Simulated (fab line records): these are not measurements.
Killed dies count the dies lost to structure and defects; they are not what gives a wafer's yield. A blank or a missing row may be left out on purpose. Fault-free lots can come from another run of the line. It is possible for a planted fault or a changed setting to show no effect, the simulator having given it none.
Which tool did it? / flow sky130 / 6 lots with 18 wafers sampled at 2 steps, on a route of 708 steps

## WHAT THE GAUGES SHOWED, per wafer
SKY_LI_CONTACT_THK_MEAS_01.
lot=L537; measured=day 28 17:22; on=film metro-02; LI_CONTACT_HDPCVD_THK (nm)=921 941 921
lot=L542; measured=day 30 14:01; on=film metro-04; LI_CONTACT_HDPCVD_THK (nm)=918 944 943
lot=L550; measured=day 33 04:05; on=film metro-04; LI_CONTACT_HDPCVD_THK (nm)=938 928 934
lot=L552; measured=day 33 17:09; on=film metro-04; LI_CONTACT_HDPCVD_THK (nm)=935 937 934
lot=L555; measured=day 34 14:06; on=film metro-01; LI_CONTACT_HDPCVD_THK (nm)=919 922 926
lot=L558; measured=day 35 20:58; on=film metro-01; LI_CONTACT_HDPCVD_THK (nm)=919 918 918

## WHICH TOOL RAN EACH LOT (tool, then ch and the chambers of the sampled wafers, then the start)
lot=L537; SKY_SD_P_STRIP_10=plasma asher-03 ch 0,1, day 26 05:22
lot=L542; SKY_SD_P_STRIP_10=plasma asher-03 ch 0,1, day 28 04:12
lot=L550; SKY_SD_P_STRIP_10=plasma asher-03 ch 0,1, day 30 19:16
lot=L552; SKY_SD_P_STRIP_10=plasma asher-01 ch 0,1, day 31 08:41
lot=L555; SKY_SD_P_STRIP_10=plasma asher-03 ch 1, day 32 08:54
lot=L558; SKY_SD_P_STRIP_10=plasma asher-01 ch 0,1, day 33 14:31
- SKY_SD_P_STRIP_10: strips in O2/N2.

## THE ANSWER, worked out from the rows above alone
Rule: what is usual is taken from the lots themselves. The widest of any qualifying gaps counts: lots, ordered by their means at a reading, are off when they make up no more than a third of the lots, leave a main group of 4 or more, and stand apart from it by 3 or more times the standard deviation of that group's means. If all means in a main group match to the digits the tables above print for the reading, that group is not used. A lot without any number at a reading at which 4 lots or more have one is off too. Where the step has rows for the other lots, those lots are counted as sound.
None of the lots is off at any reading shown; this tells nothing.

## WHAT THE SIMULATOR PUT IN
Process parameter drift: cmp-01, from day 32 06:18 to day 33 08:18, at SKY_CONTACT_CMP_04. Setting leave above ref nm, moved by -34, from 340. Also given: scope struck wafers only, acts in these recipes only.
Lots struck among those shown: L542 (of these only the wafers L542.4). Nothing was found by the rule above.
